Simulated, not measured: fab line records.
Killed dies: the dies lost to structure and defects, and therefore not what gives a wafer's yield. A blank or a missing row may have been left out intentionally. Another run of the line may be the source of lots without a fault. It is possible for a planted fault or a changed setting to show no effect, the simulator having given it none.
Which of the tools did it?	flow gf180mcu	Sampling: 14 lots, 42 wafers, 5 of 602 route steps

WHAT THE GAUGES READ, wafer by wafer
GF_HV_LDD_TW_MEAS_23. Usual: for HV_LDD_2_TW the level is 1044 and the standard deviation is 15.
lot	measured	on	HV_LDD_2_TW	flag
L857	day 10 17:42	film_metro-02	1033 1033 1036	
L858	day 11 03:41	film_metro-01	1057 1061 1055	
L859	day 11 09:24	film_metro-02	1027 1033 1027	
L861	day 11 22:04	film_metro-02	1031 1030 1031	
L863	day 12 14:03	film_metro-03	1037 1039 1036	
L864	day 13 01:10	film_metro-01	1065 1065 1064	
L865	day 13 07:18	film_metro-02	1034 1027 1028	
L866	day 13 17:24	film_metro-01	1064 1073 1066	
L872	day 15 14:27	film_metro-02	1002 1002 1006	
L874	day 16 04:09	film_metro-03	1001 1007 1000	
L877	day 17 00:45	film_metro-01	1063 1067 1065	
L878	day 17 13:09	film_metro-01	1071 1064 1071	
L879	day 17 20:45	film_metro-03	1040 1037 1032	
L880	day 18 07:51	film_metro-03	1030 1037 1034	

GF_NSD_TW_MEAS_12. Usual: for NSD_TW the level is 4213 and the standard deviation is 50.
lot	measured	on	NSD_TW	flag
L857	day 13 05:32	film_metro-04	4194 4178 4188	
L858	day 13 17:20	film_metro-03	4171 4170 4185	
L859	day 14 00:59	film_metro-03	4198 4193 4169	
L861	day 14 15:29	film_metro-04	4201 4187 4206	
L863	day 15 08:24	film_metro-01	4255 4252 4276	
L864	day 15 20:34	film_metro-01	4292 4280 4257	
L865	day 16 03:23	film_metro-03	4163 4170 4150	
L866	day 16 14:56	film_metro-03	4173 4150 4168	
L872	day 18 15:27	film_metro-01	4257 4261 4272	
L874	day 19 05:47	film_metro-04	4165 4148 4143	
L877	day 20 03:41	film_metro-03	4219 4229 4212	
L878	day 20 16:56	film_metro-04	4188 4216 4174	
L879	day 21 01:17	film_metro-01	4265 4269 4271	
L880	day 21 11:38	film_metro-01	4289 4278 4306	

GF_SAB_OVL_MEAS_10. Usual: for SAB_OVL the level is 0.6 nm and the standard deviation is 1.5.
lot	measured	on	SAB_OVL (nm)	flag
L857	day 14 23:53	overlay-02	0.0 0.7 1.0	
L858	day 15 11:34	overlay-02	-0.4 -0.8 0.3	
L859	day 15 20:40	overlay-02	-1.0 -0.7 0.8	
L861	day 16 11:30	overlay-01	-0.9 -0.5 0.3	
L863	day 17 05:04	overlay-02	0.6 2.2 0.5	
L864	day 17 19:19	overlay-01	0.8 -0.2 0.8	
L865	day 18 01:55	overlay-01	-0.5 -0.6 -1.8	
L866	day 18 14:25	overlay-02	4.3 4.3 5.0	
L872	day 20 16:43	overlay-02	0.3 0.3 -0.8	
L874	day 21 06:15	overlay-02	-1.5 -0.8 0.2	
L877	day 22 03:48	overlay-02	3.4 3.4 3.2	
L878	day 22 16:45	overlay-01	0.3 -0.8 -0.5	
L879	day 23 00:40	overlay-02	1.6 3.8 0.8	
L880	day 23 09:46	overlay-01	-0.2 1.1 -0.5	

GF_CONTACT_THK_MEAS_01. Usual: for CONTACT_CVD_00_THK the level is 299 nm and the standard deviation is 3.4.
lot	measured	on	CONTACT_CVD_00_THK (nm)	flag
L857	day 15 00:51	film_metro-03	297 302 299	
L858	day 15 12:31	film_metro-02	295 292 295	
L859	day 15 21:38	film_metro-02	292 295 302	
L861	day 16 12:29	film_metro-02	301 309 307	
L863	day 17 06:04	film_metro-03	305 298 297	
L864	day 17 20:17	film_metro-02	301 304 299	
L865	day 18 02:52	film_metro-02	304 303 303	
L866	day 18 15:38	film_metro-01	301 300 298	
L872	day 20 17:40	film_metro-03	298 295 298	
L874	day 21 07:15	film_metro-01	297 295 294	
L877	day 22 04:45	film_metro-01	299 300 302	
L878	day 22 17:50	film_metro-01	295 298 297	
L879	day 23 01:36	film_metro-02	302 298 302	
L880	day 23 10:49	film_metro-02	297 299 298	

TOOL THAT RAN EACH LOT (tool first, then ch and the chambers of the sampled wafers, then the start)
lot	GF_HV_LDD_IMPLANT_21
L857	implanter-04 ch 0, day 10 17:27
L858	implanter-04 ch 0, day 11 03:26
L859	implanter-04 ch 0, day 11 09:09
L861	implanter-03 ch 0, day 11 21:49
L863	implanter-03 ch 0, day 12 13:48
L864	implanter-03 ch 0, day 13 00:57
L865	implanter-01 ch 0, day 13 07:03
L866	implanter-04 ch 0, day 13 17:09
L872	implanter-01 ch 0, day 15 14:12
L874	implanter-01 ch 0, day 16 03:54
L877	implanter-03 ch 0, day 17 00:30
L878	implanter-03 ch 0, day 17 12:54
L879	implanter-03 ch 0, day 17 20:29
L880	implanter-04 ch 0, day 18 07:36
- GF_HV_LDD_IMPLANT_21

WHAT THE TOOLS THEMSELVES READ (means of the sampled wafers that have a number; where no wafer has one, the mark that the record gives instead)
GF_HV_LDD_IMPLANT_21. Usual: dose_ions_cm2 5.001e+13, standard deviation 5.1e+10; faraday_current_uA 282, standard deviation 5.2.
lot	tool	dose_ions_cm2	faraday_current_uA	flag
L857	implanter-04	5.001e+13	281	
L858	implanter-04	5.003e+13	281	
L859	implanter-04	5.006e+13	283	
L861	implanter-03	5.002e+13	284	
L863	implanter-03	4.999e+13	281	
L864	implanter-03	4.999e+13	289	
L865	implanter-01	4.994e+13	285	
L866	implanter-04	4.998e+13	279	
L872	implanter-01	4.519e+13	255	OFF
L874	implanter-01	4.520e+13	259	OFF
L877	implanter-03	4.999e+13	277	
L878	implanter-03	4.993e+13	286	
L879	implanter-03	5.004e+13	284	
L880	implanter-04	5.006e+13	289	

THE ANSWER, worked out from the rows above alone
Rule: take the mean of a lot's wafers that have a number; if it is more than 3 standard deviations from the usual mean, the lot is off. Also off: a lot with no number at a reading for which 4 or more lots have one. All remaining lots with rows at the step are treated as sound. After the gauges, taken in route order, come the tools' own readings; for these a lot's mean is taken, as printed above. The first step at which some lot is off is used, and at that step the reading that is off furthest; a lot without a number counts as furthest.
Off, at GF_HV_LDD_IMPLANT_21 on dose_ions_cm2: L872, L874.
If a tool, at that step or one of the process steps before it, ran each lot that is off and ran no sound lot following the first of them, it fits. One candidate fits, namely implanter-01 at GF_HV_LDD_IMPLANT_21. A fault onset in the window from L865 (day 13 07:03, its last sound lot) to L872 (day 15 14:12, its first lot off) fits.
The tool's own readings at GF_HV_LDD_IMPLANT_21 bear it out: on the lots that are off they differ by more than 5 times the standard deviation of the sound lots' means. dose_ions_cm2 reads 4.520e+13 there against 5.000e+13 on the sound lots; faraday_current_uA reads 257 there against 283 on the sound lots.

WHAT THE SIMULATOR PUT IN
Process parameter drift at GF_HV_LDD_IMPLANT_21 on implanter-01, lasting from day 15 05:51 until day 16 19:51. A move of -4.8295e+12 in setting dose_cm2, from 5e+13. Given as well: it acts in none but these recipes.
Struck lots among those shown: L872, L874. This agrees with what the rule above found.
